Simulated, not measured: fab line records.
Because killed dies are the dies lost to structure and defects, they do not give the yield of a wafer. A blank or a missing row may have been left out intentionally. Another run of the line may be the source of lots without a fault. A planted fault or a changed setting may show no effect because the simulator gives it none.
fab line records | flow sky130
[record] lots = 7 wafers = 21 last-day = 51
route steps=708 shown POLY_GATE@235 LDD_N@237 LDD_P@255 PAD_OPEN@708
lots with no fault: from the same line, run without faults
start-h: start of the lot's first displayed wafer, in hours after the record's first day | wait-h: how many hours have passed since the lot's step before this one | " as in the row above | L1.1+2: a row that stands for several wafers | - no value, or no start given | * or withheld: withheld | < > ~ a bound
route shown NAME@n: a module of which the file shows steps, and the number in the route of the first | usual: mean and standard deviation over wafers with no fault | same: alike in all rows | chamber/n: place in a boat | sites: the reading at each site | _std_site: the standard deviation of these | _edge_site: outer sites' mean less inner sites' | radius-mm: for every site, how far away it sits from the centre of the wafer | mask NAME#n: copy n | behind: the most recent tool/chamber to have shaped the wafer | hold: why the lot was held/for how many hours/how that ended | device: transistor that didn't switch, given as n, p or np | end of line: tests of these same wafers at the route's end | where a step has no rows: the recipe by itself | killed: the dies lost at the first sort to structure and to defects; this is not the yield of the wafer | map: the dies of a wafer, with x for killed, . for not killed, _ for no die there
set.NAME: setting as actually run; set.NAME@STEP: the setting as run at that earlier step | model.NAME: the simulator's own value behind a step, which no gauge read
lots at some steps of the route; a table a step, a row a wafer
services: from which hour (start-h, from the record's first day; less than 0 if before it) a tool's chamber was out of use, for how many hours, and why
[[steps]]
[step SKY_POLY_GATE_THK_MEAS_21]
[recipe] reads = SiO2_of_POLY_GATE_OXIDATION_20
[usual] POLY_GATE_OXIDATION_THK = 4.01/0.075
// columns lot.wafer tool chamber start-h wait-h POLY_GATE_OXIDATION_THK[nm]
L645.1 film-metro-04 - 424.44 0.0 4.06
L645.4 " - " " 4.04
L645.5 " - " " 3.97
L647.3 film-metro-03 - 442.72 0.0 4.11
L647.4 " - " " 4.10
L647.6 " - " " 4.11
L648.2 film-metro-02 - 451.09 0.0 4.10
L648.3 " - " " 4.06
L648.6 " - " " 4.06
L651.2 film-metro-02 - 471.65 0.0 4.05
L651.3 " - " " 3.92
L651.4 " - " " 4.04
L652.1 film-metro-03 - 477.94 0.0 4.07
L652.2 " - " " 4.08
L652.3 " - " " 4.04
L658.1 film-metro-04 - 534.54 0.0 3.98
L658.2 " - " " 4.05
L658.4 " - " " 4.06
L663.1 film-metro-04 - 576.44 0.0 3.96
L663.3 " - " " 3.91
L663.4 " - " " 3.95
[step SKY_POLY_GATE_CD_MEAS_22]
[usual] cd-nm = 150.1/2.7
// columns lot.wafer tool chamber start-h wait-h cd-nm
L645.1 cd-sem-01 - 424.50 0.1 151.8
L645.4 " - " " 156.1
L645.5 " - " " 155.4
L647.3 cd-sem-01 - 442.81 0.1 151.1
L647.4 " - " " 146.3
L647.6 " - " " 150.2
L648.2 cd-sem-02 - 451.17 0.1 149.4
L648.3 " - " " 146.1
L648.6 " - " " 150.1
L651.2 cd-sem-01 - 471.73 0.1 148.0
L651.3 " - " " 151.3
L651.4 " - " " 151.3
L652.1 cd-sem-01 - 478.00 0.1 153.0
L652.2 " - " " 152.1
L652.3 " - " " 148.5
L658.1 cd-sem-01 - 534.60 0.1 149.2
L658.2 " - " " 147.5
L658.4 " - " " 147.2
L663.1 cd-sem-01 - 576.50 0.1 152.1
L663.3 " - " " 153.8
L663.4 " - " " 150.2
[step SKY_LDD_N_DEHYDRATE_00]
[recipe] temp-c = 200 time-s = 60
[step SKY_LDD_N_HMDS_01]
[recipe] prime-time-s = 60 prime-temp-c = 120
[step SKY_LDD_N_COAT_02]
[recipe] resist = NOVOLAK spin-rpm = 3000 resist-thk-nm = 300
[step SKY_LDD_N_SOFTBAKE_03]
[recipe] temp-c = 90 time-s = 60 resist = NOVOLAK
[step SKY_LDD_N_EXPOSE_04]
[recipe] mask-id = NTM target-cd-nm = 840 na = 0.6 source-shape = conventional sigma-outer = 0.6 dose-mj = 110
[step SKY_LDD_N_PEB_05]
[recipe] temp-c = withheld time-s = * resist = NOVOLAK
[step SKY_LDD_N_DEVELOP_06]
[recipe] develop-time-s = 60 dev-temp-c = 23
[step SKY_LDD_N_OVL_MEAS_07]
[usual] LDD_N_OVL = -0.5/1.4
// columns lot.wafer tool chamber start-h wait-h LDD_N_OVL[nm]
L645.1 overlay-02 - 455.83 0.1 -1.7
L645.4 " - " " -1.2
L645.5 " - " " 0.8
L647.3 overlay-02 - 474.39 0.1 0.3
L647.4 " - " " -1.1
L647.6 " - " " -1.4
L648.2 overlay-02 - 482.26 0.1 -2.5
L648.3 " - " " -3.0
L648.6 " - " " -2.3
L651.2 overlay-02 - 502.56 0.1 -3.1
L651.3 " - " " -1.9
L651.4 " - " " -2.2
L652.1 overlay-01 - 509.08 0.1 0.2
L652.2 " - " " -0.2
L652.3 " - " " 0.2
L658.1 overlay-01 - 565.00 0.1 -0.9
L658.2 " - " " -0.5
L658.4 " - " " -0.8
L663.1 overlay-02 - 606.43 0.1 2.5
L663.3 " - " " 1.2
L663.4 " - " " 2.2
[step SKY_LDD_N_IMPLANT_08]
[recipe] species = As energy-kev = 20 dose-cm2 = 7.5e+13 tilt-deg = withheld rotation-deg = 23
[step SKY_LDD_N_IMPLANT_09]
[recipe] species = As energy-kev = 20 dose-cm2 = 7.5e+13 tilt-deg = withheld rotation-deg = 113
[step SKY_LDD_N_IMPLANT_10]
[recipe] species = As energy-kev = 20 dose-cm2 = 7.5e+13 tilt-deg = withheld rotation-deg = 203
[usual] rotation-deg = 203.00/0.035
// columns lot.wafer tool chamber start-h wait-h rotation-deg
L645.1 implanter-01 0 456.17 0.1 203.02
L645.4 " 0 " " 203.03
L645.5 " 0 " " 203.02
L647.3 implanter-02 0 474.77 0.1 202.98
L647.4 " 0 " " 202.99
L647.6 " 0 " " 202.93
L648.2 implanter-03 0 482.61 0.1 202.99
L648.3 " 0 " " 203.01
L648.6 " 0 " " 203.00
L651.2 implanter-02 0 502.91 0.1 202.91
L651.3 " 0 " " 203.05
L651.4 " 0 " " 202.94
L651.2 implanter-02 0 503.23 0.3 203.01
L651.3 " 0 " " 202.99
L651.4 " 0 " " 203.01
L652.1 implanter-03 0 509.42 0.1 202.98
L652.2 " 0 " " 203.01
L652.3 " 0 " " 203.00
L652.1 implanter-03 0 509.73 0.3 203.01
L652.2 " 0 " " 202.96
L652.3 " 0 " " 202.99
L658.1 implanter-01 0 565.33 0.1 202.96
L658.2 " 0 " " 203.01
L658.4 " 0 " " 202.92
L658.1 implanter-01 0 565.65 0.3 202.95
L658.2 " 0 " " 203.01
L658.4 " 0 " " 202.98
L663.1 implanter-02 0 606.76 0.1 202.95
L663.3 " 0 " " 202.98
L663.4 " 0 " " 202.98
[step SKY_LDD_N_IMPLANT_11]
[recipe] species = As energy-kev = 20 dose-cm2 = 7.5e+13 tilt-deg = withheld rotation-deg = 293
[step SKY_LDD_N_IMPLANT_12]
[recipe] species = BF2 energy-kev = 50 dose-cm2 = 5e+12 tilt-deg = 30 rotation-deg = 0
[step SKY_LDD_N_IMPLANT_13]
[recipe] species = BF2 energy-kev = 50 dose-cm2 = 5e+12 tilt-deg = 30 rotation-deg = 90
[step SKY_LDD_N_IMPLANT_14]
[recipe] species = BF2 energy-kev = 50 dose-cm2 = 5e+12 tilt-deg = 30 rotation-deg = 180
[step SKY_LDD_N_IMPLANT_15]
[recipe] species = BF2 energy-kev = 50 dose-cm2 = 5e+12 tilt-deg = 30 rotation-deg = 270
[step SKY_LDD_N_STRIP_16]
[recipe] chemistry = O2/N2 power-w = 1400 pressure-mtorr = 1500 platen-temp-c = withheld o2-flow-sccm = 3000 n2-flow-sccm = 300 overash-fraction = 0.5
[usual] drypump-motor-current-A = 5.85/0.28 oes-product-au = 0.407/0.0044 strip-time-to-endpoint-s = 4.314/0.015
// columns lot.wafer tool chamber start-h wait-h drypump-motor-current-A oes-product-au rf-hours-counter-h strip-time-to-endpoint-s
L645.1 plasma-asher-03 1 457.07 0.1 5.61 0.404 64 4.322
L645.4 " 0 " " 5.69 0.402 - 4.305
L645.5 " 0 " " 5.66 0.404 - 4.331
L647.3 plasma-asher-04 0 475.65 0.1 6.19 0.412 - 4.286
L647.4 " 1 " " 5.65 0.407 - 4.306
L647.6 " 0 " " 6.22 0.401 - 4.291
L648.2 plasma-asher-02 0 483.49 0.1 5.68 0.399 31 4.305
L648.3 " 0 " " 5.67 0.408 - 4.353
L648.6 " 0 " " 5.69 0.404 - 4.331
L651.2 plasma-asher-04 0 504.10 0.1 6.14 0.399 8 4.539
L651.3 " 0 " " 6.18 0.408 - 4.546
L651.4 " 1 " " 5.66 0.411 - 4.520
L652.1 plasma-asher-04 0 510.76 0.3 6.18 0.408 8 4.521
L652.2 " 1 " " 5.69 0.405 8 4.520
L652.3 " 1 " " 5.69 0.405 - 4.518
L658.1 plasma-asher-02 0 566.55 0.1 5.69 0.407 39 4.500
L658.2 " 1 " " 6.33 0.406 39 4.518
L658.4 " 0 " " 5.71 0.406 - 4.527
L663.1 plasma-asher-03 0 607.66 0.1 5.67 0.405 79 4.312
L663.3 " 1 " " 5.62 0.407 - 4.314
L663.4 " 0 " " 5.66 0.402 - 4.304
[step SKY_LDD_N_TW_MEAS_17]
[usual] LDD_N_TW = 2575/25
// columns lot.wafer tool chamber start-h wait-h LDD_N_TW
L645.1 film-metro-01 - 457.17 0.1 2595
L645.4 " - " " 2606
L645.5 " - " " 2615
L647.3 film-metro-01 - 475.74 0.1 2609
L647.4 " - " " 2595
L647.6 " - " " 2612
L648.2 film-metro-01 - 483.60 0.1 2581
L648.3 " - " " 2592
L648.6 " - " " 2578
L651.2 film-metro-03 - 504.21 0.1 2659
L651.3 " - " " 2648
L651.4 " - " " 2651
L652.1 film-metro-03 - 510.86 0.1 2652
L652.2 " - " " 2659
L652.3 " - " " 2660
L658.1 film-metro-01 - 566.65 0.1 2695
L658.2 " - " " 2709
L658.4 " - " " 2695
L663.1 film-metro-03 - 607.76 0.1 2555
L663.3 " - " " 2560
L663.4 " - " " 2541
[step SKY_LDD_P_DEHYDRATE_00]
[recipe] temp-c = 200 time-s = 60
[step SKY_PAD_OPEN_PROBE_99]
[usual] killed_at_M0_to_M3 = 43/7.5 killed_at_M4_up = 3.2/1.9 killed-at-contacts = 24/5.6 killed-at-front-end = 15/4.8 killed-at-other = 0.2/0.54 killed-dies = 86/11 killed-open = 47/7.6 killed-short = 39/7.1
[same] gross-dies = 492 killed-at-back-side = 0
// columns lot.wafer tool chamber start-h wait-h killed_at_M0_to_M3 killed_at_M4_up killed-at-contacts killed-at-front-end killed-at-other killed-dies killed-open killed-short model.etest.tip-n.rs-ohm-sq model.etest.nfet_01v8_swapped.vt-sat-v model.etest.nfet_01v8_turned.vt-sat-v
L645.1 prober-02 - 1127.80 0.1 38 2 24 23 0 87 51 36 430.4 0.658 0.6509
L645.4 prober-02 - 1127.95 0.2 47 2 34 14 0 97 56 41 435.4 0.656 0.6538
L645.5 prober-02 - 1128.00 0.2 53 4 36 14 0 107 61 46 431.1 0.6559 0.6473
L647.3 prober-02 - 1137.81 0.2 38 4 27 8 0 77 45 32 436.9 0.6249 0.6227
L647.4 prober-02 - 1137.86 0.2 49 3 25 14 0 91 51 40 439 0.6236 0.625
L647.6 prober-02 - 1137.96 0.2 47 3 28 13 0 91 53 38 439.9 0.6307 0.6346
L648.2 prober-01 - 1144.53 0.1 30 2 33 14 0 79 40 39 445.6 0.65 0.6471
L648.3 prober-01 - 1144.58 0.2 37 4 21 23 0 85 50 35 447.3 0.6493 0.6505
L648.6 prober-01 - 1144.73 0.2 42 6 30 22 0 100 49 51 444.4 0.6533 0.6518
L651.2 prober-02 - 1156.93 0.1 38 4 19 28 0 89 54 35 387.1 0.6303 0.6351
L651.3 prober-02 - 1156.98 0.2 45 8 14 20 0 87 52 35 386.6 0.6329 0.6406
L651.4 prober-02 - 1157.03 0.2 43 1 26 31 0 101 63 38 385.9 0.6371 0.6353
L652.1 prober-01 - 1161.21 0.1 55 1 31 24 0 111 59 52 388.9 0.6314 0.6363
L652.2 prober-01 - 1161.26 0.1 50 3 21 18 1 93 45 48 391.3 0.6237 0.6281
L652.3 prober-01 - 1161.31 0.2 41 2 23 17 0 83 51 32 386 0.6247 0.6292
L658.1 prober-01 - 1190.81 0.1 52 5 28 6 0 91 49 42 387.7 0.6324 0.6381
L658.2 prober-01 - 1190.86 0.1 51 9 23 18 0 101 55 46 386.2 0.6253 0.6324
L658.4 prober-01 - 1190.96 0.2 42 3 23 9 0 77 42 35 386.4 0.6207 0.6211
L663.1 prober-02 - 1215.01 0.1 42 0 31 20 0 93 44 49 445.4 0.647 0.6454
L663.3 prober-02 - 1215.11 0.2 41 1 18 13 0 73 40 33 449.7 0.6512 0.6542
L663.4 prober-02 - 1215.16 0.2 39 6 22 19 0 86 49 37 445.5 0.6565 0.654
// killed by level:class
L645.1 CONTACT:geometric-particle:open=12 VIA2:geometric-particle:open=9 FIELD_ISO:geometric-particle:short=8 LI_CONTACT:geometric-particle:open=7 METAL2:geometric-particle:short=7 POLY_GATE:geometric-particle:open=5 METAL1:geometric-particle:short=5 VIA1:geometric-particle:open=5
L645.4 VIA1:geometric-particle:open=14 LI_CONTACT:geometric-particle:open=12 CONTACT:geometric-particle:open=11 VIA1:geometric-particle:short=7 METAL1:geometric-particle:short=5 VIA2:geometric-particle:open=5 FIELD_ISO:geometric-particle:open=4 CONTACT:geometric-particle:short=4
L645.5 CONTACT:geometric-particle:open=17 METAL1:geometric-particle:short=8 VIA2:geometric-particle:open=8 VIA3:geometric-particle:open=7 LI_CONTACT:geometric-particle:open=6 VIA1:geometric-particle:open=6 METAL2:geometric-particle:short=6 FIELD_ISO:geometric-particle:open=5
L647.3 CONTACT:geometric-particle:open=11 LI_CONTACT:geometric-particle:open=9 VIA1:geometric-particle:open=8 METAL2:geometric-particle:short=6 CONTACT:geometric-particle:short=5 METAL1:geometric-particle:short=5 VIA3:geometric-particle:short=5 VIA3:geometric-particle:open=5
L647.4 VIA1:geometric-particle:open=19 LI_CONTACT:geometric-particle:open=10 METAL1:geometric-particle:short=7 VIA3:geometric-particle:open=7 CONTACT:geometric-particle:open=6 VIA3:geometric-particle:short=4 SONOS_ONO:geometric-particle:short=3 POLY_GATE:geometric-particle:short=3
L647.6 VIA1:geometric-particle:open=16 CONTACT:geometric-particle:open=9 LI_CONTACT:geometric-particle:open=7 LOCAL_INTERCONNECT:geometric-particle:short=7 METAL1:geometric-particle:short=5 VIA2:geometric-particle:open=5 VIA3:geometric-particle:open=5 VIA1:geometric-particle:short=4
L648.2 CONTACT:geometric-particle:open=15 METAL1:geometric-particle:short=6 FIELD_ISO:geometric-particle:short=5 VIA3:geometric-particle:open=5 VIA1:geometric-particle:open=5 POLY_GATE:geometric-particle:short=4 LI_CONTACT:geometric-particle:short=4 LI_CONTACT:geometric-particle:open=4
L648.3 FIELD_ISO:geometric-particle:short=8 CONTACT:geometric-particle:open=7 VIA1:geometric-particle:open=7 VIA2:geometric-particle:open=7 VIA3:geometric-particle:open=7 CONTACT:geometric-particle:short=6 POLY_GATE:geometric-particle:open=6 FIELD_ISO:geometric-particle:open=4
L648.6 LOCAL_INTERCONNECT:geometric-particle:short=9 CONTACT:geometric-particle:open=9 VIA1:geometric-particle:open=9 POLY_GATE:geometric-particle:short=7 VIA1:geometric-particle:short=7 VIA3:geometric-particle:open=6 POLY_GATE:geometric-particle:open=5 LI_CONTACT:geometric-particle:open=5
L651.2 VIA3:geometric-particle:open=10 FIELD_ISO:geometric-particle:open=9 VIA1:geometric-particle:open=8 LI_CONTACT:geometric-particle:open=7 CONTACT:geometric-particle:open=7 POLY_GATE:geometric-particle:open=6 FIELD_ISO:geometric-particle:short=5 POLY_GATE:geometric-particle:short=5
L651.3 VIA1:geometric-particle:open=13 VIA3:geometric-particle:open=8 LI_CONTACT:geometric-particle:open=6 POLY_GATE:geometric-particle:short=5 CONTACT:geometric-particle:open=5 VIA2:geometric-particle:open=5 METAL2:geometric-particle:short=5 FIELD_ISO:geometric-particle:open=4
L651.4 FIELD_ISO:geometric-particle:open=13 VIA1:geometric-particle:open=12 CONTACT:geometric-particle:open=9 LI_CONTACT:geometric-particle:open=9 FIELD_ISO:geometric-particle:short=5 POLY_GATE:geometric-particle:short=5 POLY_GATE:geometric-particle:open=5 METAL1:geometric-particle:short=5
L652.1 VIA1:geometric-particle:open=13 VIA2:geometric-particle:open=9 LI_CONTACT:geometric-particle:open=8 FIELD_ISO:geometric-particle:open=7 POLY_GATE:geometric-particle:short=7 CONTACT:geometric-particle:short=7 CONTACT:geometric-particle:open=7 LI_CONTACT:geometric-particle:short=6
L652.2 VIA1:geometric-particle:open=11 METAL1:geometric-particle:short=9 CONTACT:geometric-particle:open=8 VIA2:geometric-particle:open=8 VIA3:geometric-particle:open=7 FIELD_ISO:geometric-particle:short=6 FIELD_ISO:geometric-particle:open=6 CONTACT:geometric-particle:short=6
L652.3 LI_CONTACT:geometric-particle:open=9 CONTACT:geometric-particle:open=8 VIA1:geometric-particle:open=8 FIELD_ISO:geometric-particle:open=6 METAL1:geometric-particle:short=6 VIA1:geometric-particle:short=5 CONTACT:geometric-particle:short=4 METAL2:geometric-particle:short=4
L658.1 VIA1:geometric-particle:open=15 CONTACT:geometric-particle:open=11 VIA2:geometric-particle:open=9 METAL1:geometric-particle:short=7 VIA1:geometric-particle:short=7 CONTACT:geometric-particle:short=5 LI_CONTACT:geometric-particle:short=4 LI_CONTACT:geometric-particle:open=4
L658.2 VIA1:geometric-particle:open=12 VIA3:geometric-particle:open=9 CONTACT:geometric-particle:open=8 VIA1:geometric-particle:short=7 METAL4:geometric-particle:short=6 METAL1:geometric-particle:short=5 POLY_GATE:geometric-particle:open=5 POLY_GATE:geometric-particle:short=4
L658.4 CONTACT:geometric-particle:open=9 LI_CONTACT:geometric-particle:open=7 METAL1:geometric-particle:short=7 VIA1:geometric-particle:open=7 METAL2:geometric-particle:short=7 VIA3:geometric-particle:open=7 FIELD_ISO:geometric-particle:short=5 VIA1:geometric-particle:short=5
L663.1 CONTACT:geometric-particle:short=9 VIA2:geometric-particle:open=8 POLY_GATE:geometric-particle:short=7 LI_CONTACT:geometric-particle:open=7 VIA1:geometric-particle:open=6 POLY_GATE:geometric-particle:open=5 LI_CONTACT:geometric-particle:short=5 CONTACT:geometric-particle:open=5
L663.3 VIA1:geometric-particle:open=9 VIA3:geometric-particle:open=8 CONTACT:geometric-particle:open=6 METAL2:geometric-particle:short=5 FIELD_ISO:geometric-particle:short=4 LI_CONTACT:geometric-particle:short=4 CONTACT:geometric-particle:short=4 VIA2:geometric-particle:open=4
L663.4 CONTACT:geometric-particle:open=13 VIA1:geometric-particle:open=8 METAL2:geometric-particle:short=6 FIELD_ISO:geometric-particle:short=4 POLY_GATE:geometric-particle:open=4 POLY_GATE:geometric-particle:short=4 CONTACT:geometric-particle:short=4 VIA2:geometric-particle:short=4
[[services]]
// columns tool chamber start-h hours kind
plasma-asher-04 0 432.37 - clean
plasma-asher-04 1 432.37 - clean
implanter-03 - 435.14 2.1 repair
implanter-02 - 442.14 2.9 pm
plasma-asher-02 - 454.51 1.5 repair
implanter-03 - 466.76 1.3 repair
implanter-02 - 489.71 2.2 repair
plasma-asher-02 - 540.25 4.5 repair
implanter-03 - 547.16 1.5 repair
implanter-03 - 552.96 5.4 pm
[[key]]
[first-sign] step = SKY_LDD_N_IMPLANT_10 reading = visit direction = added
[effect] step = SKY_LDD_N_STRIP_16 reading = strip-time-to-endpoint-s direction = up sigmas = 14 usual = * struck = *
[effect] step = SKY_LDD_N_TW_MEAS_17 reading = LDD_N_TW direction = up sigmas = 3.8 usual = 2575 struck = 2670
[model-effect] step = SKY_PAD_OPEN_PROBE_99 value = etest.tip-n.rs-ohm-sq without = 441.5 struck = 387.3
met-at SKY_LDD_N_IMPLANT_10
struck-wafers L651.2,L651.3,L651.4,L652.1,L652.2,L652.3,L658.1,L658.2,L658.4
tester-left-out L651,L652,L658
[fault] kind = repeated-step-whole tool = implanter-01,implanter-02,implanter-03 chamber = - onset-h = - steps = SKY_LDD_N_IMPLANT_10 times = 1 scope = struck-lots-only
// tester-left-out: of these lots the tester's yield and bins aren't shown, on N5 and GAA mostly nor the transistor test; their killed dies are dies lost to structure and defects alone, not to doping, threshold or leakage, so they don't give the yield
